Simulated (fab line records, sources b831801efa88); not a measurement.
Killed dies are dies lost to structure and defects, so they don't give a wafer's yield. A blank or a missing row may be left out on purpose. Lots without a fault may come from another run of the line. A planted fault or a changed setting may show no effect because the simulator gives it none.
Problem report in the 8D (eight disciplines) form, filled by code | flow sfq_line | the parts of the form that need people (team, actions taken, sign-off) are left out

1. THE PROBLEM
oes_product_au at SFQ_TRILAYER_L0_VIA_BARC_OPEN_VIA_ETCH_021 reads a mean of 0.796 a.u. on 2 wafers of 2 lots; wafers without a fault read 0.686 a.u. with a standard deviation of 0.0047. That is +24 standard deviations from the usual mean.
The step: etches BARC in O2, target depth 125 nm, time 41.7 s.
First seen on wafer L339.3, day 13 20:01, on rie_diel-03. The record holds 18 wafers of 6 lots with a number at this step. Rule for "out", or "out of limits": more than 4 standard deviations from the usual mean. The other wafers with a number count as sound.

2. WHAT IT IS AND WHAT IT IS NOT
question                    | is                           | is not
which readings at this step | oes_product_au, run_length_s | drypump_motor_current_A
which lots                  | L339, L340                   | L319, L323, L329, L331
which wafers of those lots  | L339.3, L340.3               | L339.1, L339.6, L340.1, L340.6
read on which tools         | rie_diel-03                  | rie_diel-01
when                        | from day 13 20:01            | up to then (14 sound wafers); but 2 sound wafers of L340 came after

3. SUSPECTS, AND WHAT RULES EACH OUT
Counting: a tool at a process step up to the reading stays a suspect if it ran every lot that is out. Sound lots after the first of them don't rule it out here, since some wafers of a struck lot are sound.
- pecvd-02 at SFQ_TRILAYER_L0_CAP_PECVD_011 (deposits SiO2 from SiH4/N2O, time 13.333 s, target thk 60 nm): kept. It ran every lot that is out, first L339 (day 9 05:28); its last sound lot up to then is L323 (day 5 20:50).
- rie_diel-03 at SFQ_TRILAYER_L0_VIA_BARC_OPEN_VIA_ETCH_021 (etches BARC in O2, target depth 125 nm, time 41.7 s): kept. It ran every lot that is out, first L339 (day 13 20:01); its last sound lot up to then is L329 (day 9 20:14). Its own readings are out on those wafers: oes_product_au, run_length_s.
Left after counting: pecvd-02 at SFQ_TRILAYER_L0_CAP_PECVD_011, rie_diel-03 at SFQ_TRILAYER_L0_VIA_BARC_OPEN_VIA_ETCH_021.

4. THE CAUSE (what the simulator had put in)
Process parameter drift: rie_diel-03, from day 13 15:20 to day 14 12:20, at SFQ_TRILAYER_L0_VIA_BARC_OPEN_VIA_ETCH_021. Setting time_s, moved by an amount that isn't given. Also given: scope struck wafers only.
Counting left 2 suspects, and this tool is among them.

5. THE CHAIN OF EFFECTS, in route order
Each row: a reading whose mean over the struck wafers that have a number lies more than 3 standard deviations from the usual. Only readings for which the record gives a usual standard deviation are gone through. hours: the time from each lot's start at the first step in this table that gives one to its start at this step, as a median over the lots. sigmas: the change in usual standard deviations.
hours | step                                       | reading        | usual      | on struck wafers | change | sigmas
0     | SFQ_TRILAYER_L0_VIA_BARC_OPEN_VIA_ETCH_021 | oes_product_au | 0.686 a.u. | 0.796            | +0.110 | +24
0     | SFQ_TRILAYER_L0_VIA_BARC_OPEN_VIA_ETCH_021 | run_length_s   | 70.1 s     | 61.8             | -8.3   | -17
The process steps in it:
- SFQ_TRILAYER_L0_VIA_BARC_OPEN_VIA_ETCH_021: etches BARC in O2, target depth 125 nm, time 41.7 s.
Readings that are blank on the struck wafers while sound wafers have them: bias_w at SFQ_TRILAYER_L0_VIA_BARC_OPEN_VIA_ETCH_021.

6. WHAT WOULD HAVE CAUGHT IT SOONER
In this record the first reading out of limits was taken at day 13 20:01, 5 hours after the fault began at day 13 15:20.
